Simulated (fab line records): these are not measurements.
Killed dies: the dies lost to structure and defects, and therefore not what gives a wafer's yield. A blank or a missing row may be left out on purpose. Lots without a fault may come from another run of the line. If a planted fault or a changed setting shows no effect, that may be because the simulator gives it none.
Which tool is to blame? -- flow sky130 -- 15 lots with 43 wafers sampled at 2 steps, on a route of 708 steps

== WHAT EACH GAUGE READ, for each wafer ==
SKY_CONTACT_THK_MEAS_01.
lot,measured,on,CONTACT_CVD_00_THK (nm)
L706,day 30 22:06,filmMetro-01,75.3 74.8 76.4
L707,day 31 00:00,filmMetro-03,72.0 75.7 76.4
L705,day 31 01:56,filmMetro-03,74.2 74.8 74.8
L710,day 32 02:35,filmMetro-03,73.9 73.5 74.5
L708,day 32 03:59,filmMetro-01,74.2 73.2 75.4
L709,day 32 04:30,filmMetro-03,73.1 74.1 75.4
L712,day 33 11:53,filmMetro-04,75.8 75.0 74.6
L711,day 33 12:38,filmMetro-03,74.3 74.7 74.4
L714,day 34 04:47,filmMetro-04,73.1 73.9 76.1
L713,day 34 08:05,filmMetro-01,75.2 76.2 75.9
L715,day 34 14:59,filmMetro-01,74.5 73.3 77.2
L717,day 34 15:43,filmMetro-04,100.9 75.3
L719,day 35 09:11,filmMetro-03,101.6 74.8 74.1
L721,day 36 01:14,filmMetro-04,101.2 75.7
L727,day 37 17:32,filmMetro-01,72.0 76.1 72.9

== TOOL THAT RAN EACH LOT (tool first, then ch and the chambers of the sampled wafers, then the start) ==
lot,SKY_CONTACT_CVD_00
L706,"pecvd-04 ch 1,2, day 30 22:04"
L707,"pecvd-04 ch 0,1,2, day 30 23:57"
L705,"pecvd-03 ch 1,2, day 31 01:53"
L710,"pecvd-03 ch 0,1,2, day 32 02:33"
L708,"pecvd-04 ch 0,1, day 32 03:57"
L709,"pecvd-02 ch 0,2, day 32 04:27"
L712,"pecvd-02 ch 0,1,2, day 33 11:51"
L711,"pecvd-04 ch 0,1,2, day 33 12:36"
L714,"pecvd-04 ch 0,1, day 34 04:46"
L713,"pecvd-02 ch 0,1, day 34 08:02"
L715,"pecvd-03 ch 0,1,2, day 34 14:58"
L717,"pecvd-04 ch 0, day 34 15:41"
L719,"pecvd-04 ch 0,1,2, day 35 09:08"
L721,"pecvd-04 ch 0,1, day 36 01:11"
L727,"pecvd-02 ch 1,2, day 37 17:29"
- SKY_CONTACT_CVD_00: deposits Si3N4, target thk 75 nm.

== WHAT THE TOOLS THEMSELVES READ (means of the sampled wafers that have a number; where no wafer has one, the mark that the record gives instead) ==
SKY_CONTACT_CVD_00.
lot,tool,heaterPowerW (W),rfFwdPowerW (W)
L706,pecvd-04,802,444.6
L707,pecvd-04,815,445.1
L705,pecvd-03,654,442.8
L710,pecvd-03,697,443.5
L708,pecvd-04,822,443.1
L709,pecvd-02,696,444.2
L712,pecvd-02,709,445.5
L711,pecvd-04,835,445.6
L714,pecvd-04,923,442.8
L713,pecvd-02,799,442.9
L715,pecvd-03,686,443.9
L717,pecvd-04,834,444.9
L719,pecvd-04,864,443.6
L721,pecvd-04,824,444.4
L727,pecvd-02,752,446.0

== THE ANSWER, worked out from the rows above alone ==
Rule: usual is defined by the lots themselves. The widest of any qualifying gaps counts: lots, ordered by their means at a reading, are off when they make up no more than a third of the lots, leave a main group of 4 or more, and stand apart from it by 3 or more times the standard deviation of that group's means. Not used: any main group whose means are identical at the precision the tables above print for the reading. Also off: a lot with no number at a reading for which 4 or more lots have one. Where the step has rows for the other lots, those lots are counted as sound. The gauges are gone through in route order, then the tools' own readings, and for those a lot's mean is taken as printed above. At the first step where some lot is off, the reading lying furthest off is the one used; lots without a number count as furthest.
Off: L717, L719, L721, at SKY_CONTACT_THK_MEAS_01 (CONTACT_CVD_00_THK). The main group: mean 74.6 nm, standard deviation 0.59.
A tool fits if, at a process step before that reading, it ran every lot that is off, and no sound lot after the first of them. Gauges at SKY_CONTACT_THK_MEAS_01: tried the same way as those tools. One fits: pecvd-04 at SKY_CONTACT_CVD_00. Its last sound lot is L714 (day 34 04:46), its first lot that is off L717 (day 34 15:41): a fault that began between those two fits.

== WHAT WAS PUT IN BY THE SIMULATOR ==
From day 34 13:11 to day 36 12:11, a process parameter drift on pecvd-04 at SKY_CONTACT_CVD_00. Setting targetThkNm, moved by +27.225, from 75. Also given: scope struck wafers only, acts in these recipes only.
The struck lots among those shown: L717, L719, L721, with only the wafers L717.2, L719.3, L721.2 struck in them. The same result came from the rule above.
